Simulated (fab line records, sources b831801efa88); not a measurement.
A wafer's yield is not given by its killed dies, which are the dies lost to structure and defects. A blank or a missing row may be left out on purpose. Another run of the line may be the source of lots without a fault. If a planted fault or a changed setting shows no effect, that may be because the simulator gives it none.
Which tool did it? | flow gf180mcu | 12 lots, 36 wafers sampled, at 2 steps of a route of 602

WHAT THE GAUGES READ, wafer by wafer
GF_V2_THK_MEAS_01.
lot  | measured     | on            | V2_CVD_00_THK (nm)
L075 | day 19 18:04 | film metro-04 | 604 598 602
L077 | day 20 10:28 | film metro-04 | 603 604 603
L079 | day 21 05:45 | film metro-01 | 595 599 594
L081 | day 22 03:16 | film metro-01 | 602 607 601
L083 | day 22 17:11 | film metro-04 | 599 602 607
L085 | day 23 13:02 | film metro-01 | 606 605 603
L087 | day 23 21:24 | film metro-01 | 600 602 605
L089 | day 24 18:01 | film metro-02 | 599 599 602
L091 | day 25 22:50 | film metro-01 | 593 600 597
L094 | day 26 15:13 | film metro-02 | 601 600 601
L095 | day 26 18:22 | film metro-04 | 595 601 589
L097 | day 27 12:16 | film metro-02 | 594 595 587

WHAT TOOL EACH LOT RAN ON (gives the tool, then ch and the chambers of the sampled wafers, and finally the start)
lot  | GF_V1_ETCH_17
L075 | rie diel-01 ch 0,1,2, day 19 18:04 or earlier
L077 | rie diel-03 ch 1,2, day 20 10:28 or earlier
L079 | rie diel-01 ch 0,2,3, day 21 05:45 or earlier
L081 | rie diel-01 ch 1,2, day 22 03:16 or earlier
L083 | rie diel-01 ch 0,2,3, day 22 17:11 or earlier
L085 | rie diel-01 ch 1,2, day 23 13:02 or earlier
L087 | rie diel-02 ch 1,2,3, day 23 21:24 or earlier
L089 | rie diel-02 ch 0,1,3, day 24 18:01 or earlier
L091 | rie diel-03 ch 1,2, day 25 22:50 or earlier
L094 | rie diel-02 ch 0,1,3, day 26 15:13 or earlier
L095 | rie diel-03 ch 0,1, day 26 18:22 or earlier
L097 | rie diel-01 ch 1,3, day 27 12:16 or earlier
- GF_V1_ETCH_17: etches SiO2 in C4F8/O2/Ar, stops on TiN, target depth 630 nm.

THE ANSWER, worked out from the rows above alone
Rule: the usual values come from the lots themselves. The widest of any qualifying gaps counts: lots, ordered by their means at a reading, are off when they make up no more than a third of the lots, leave a main group of 4 or more, and stand apart from it by 3 or more times the standard deviation of that group's means. A main group whose means are all the same, to the digits that the tables above print for the reading, isn't used. Also off: a lot with no number at a reading for which 4 or more lots have one. The other lots that the step has rows for count as sound.
None of the lots is off at any reading shown; this tells nothing.

WHAT THE SIMULATOR HAD PUT IN
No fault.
